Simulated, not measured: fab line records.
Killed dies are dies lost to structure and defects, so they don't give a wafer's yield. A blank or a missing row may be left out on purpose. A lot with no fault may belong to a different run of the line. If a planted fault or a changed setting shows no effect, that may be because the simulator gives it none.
Comparing a struck lot with a sound one + flow sky130 + 16 out of 708 route steps
Sound: these wafers, L600.4, L600.5, L600.6. Wafers L601.1, L601.3, L601.5 were the ones struck. The cause is given at the end.
Each step with rows lists, per side, the tool, then ch with its chambers, then its first start. Under that, the readings that differ: sound wafers + struck wafers + difference of the means + sigmas: that difference in standard deviations of wafers without a fault.
alike: readings with means less than 2 such deviations apart, plus words and numbers identical on both sides. not compared: withheld readings, readings lacking a value on some wafer, bounds such as >300 that could conceal the same value, and numbers that have no deviation in the record and whose values overlap.
The two part at a step that has a row with sigmas, a row that says differs or no value, or rows on one side only. Numbers that don't overlap but have no deviation are shown without sigmas and don't part them. A reading that every wafer of one side lacks parts them only if that side has two wafers or more.

first, 1 step without rows for these wafers: SKY_METAL5_CLEAN_19 (cleans in O3/DIW).
SKY_PASSIVATION_CVD_00: deposits SiO2, target thk 90 nm.
  sound on pecvd-02 ch 0,1,2, day 47 03:29; struck on pecvd-04 ch 0,1, day 47 09:23
  alike: heater-power-w, susceptor-temp-C
SKY_PASSIVATION_THK_MEAS_01:
  sound on film-metro-01, day 47 03:32; struck on film-metro-03, day 47 09:24
  alike: PASSIVATION_CVD_00_THK
SKY_PASSIVATION_CVD_02: deposits Si3N4, target thk 540 nm.
  sound on pecvd-01 ch 0,1,2, day 47 03:40; struck on pecvd-02 ch 0,1, day 47 09:28
  alike: heater-power-w, susceptor-temp-C
SKY_PASSIVATION_THK_MEAS_03:
  sound on film-metro-04, day 47 03:49; struck on film-metro-03, day 47 09:41
  alike: PASSIVATION_CVD_02_THK
then, 7 steps without rows for these wafers: SKY_PASSIVATION_DEHYDRATE_04 (time 60 s); SKY_PASSIVATION_HMDS_05 (prime time 60 s); SKY_PASSIVATION_COAT_06 (resist thk 3000 nm); SKY_PASSIVATION_SOFTBAKE_07; SKY_PASSIVATION_EXPOSE_08 (exposes mask NSM, target cd 3000 nm); SKY_PASSIVATION_PEB_09; SKY_PASSIVATION_DEVELOP_10 (develop time 60 s).
SKY_PASSIVATION_ETCH_11: etches the open film in CF4/O2, stops on AlCu, target depth 725 nm, time 161.1 s.
  sound on rie-diel-04 ch 0,1, day 47 22:44; struck on rie-diel-04 ch 0,1,2, day 48 05:08
| reading                                       | sound             | struck            | difference | sigmas |
|-----------------------------------------------|-------------------|-------------------|------------|--------|
| rf-fwd-power-W (W)                            | 798.9 796.6 797.4 | 924.8 926.3 925.2 | +127.8     | +56    |
| model.coat_of_PASSIVATION_COAT_06.thk-nm (nm) | 2503 2505 2504    | 2447 2434 2441    | -63        |        |
  alike: drypump-motor-current-A, oes-product-au, throttle-valve-pct
  not compared: rf-hours-counter-h
SKY_PASSIVATION_STRIP_12: strips in O2/N2.
  sound on plasma-asher-04 ch 0,1, day 47 22:52; struck on plasma-asher-02 ch 0,1, day 48 05:14
| reading                      | sound             | struck            | difference | sigmas |
|------------------------------|-------------------|-------------------|------------|--------|
| strip-time-to-endpoint-s (s) | 31.36 31.36 31.38 | 30.74 30.56 30.65 | -0.72      | -5     |
  alike: drypump-motor-current-A, oes-product-au
  not compared: rf-hours-counter-h
then, 1 step without rows for these wafers: SKY_PAD_OPEN_DEHYDRATE_00 (time 60 s).
SKY_PAD_OPEN_PROBE_99:
  rows exist in the record for the struck wafers here (prober-02, day 49 02:06), but not for the sound ones

== WHERE THEY PART ==
First at SKY_PASSIVATION_ETCH_11; last, within this record, at SKY_PAD_OPEN_PROBE_99.

WHY: what had been put in by the simulator
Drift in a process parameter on rie-diel-04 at SKY_PASSIVATION_ETCH_11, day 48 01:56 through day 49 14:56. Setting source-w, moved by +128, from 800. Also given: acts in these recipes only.
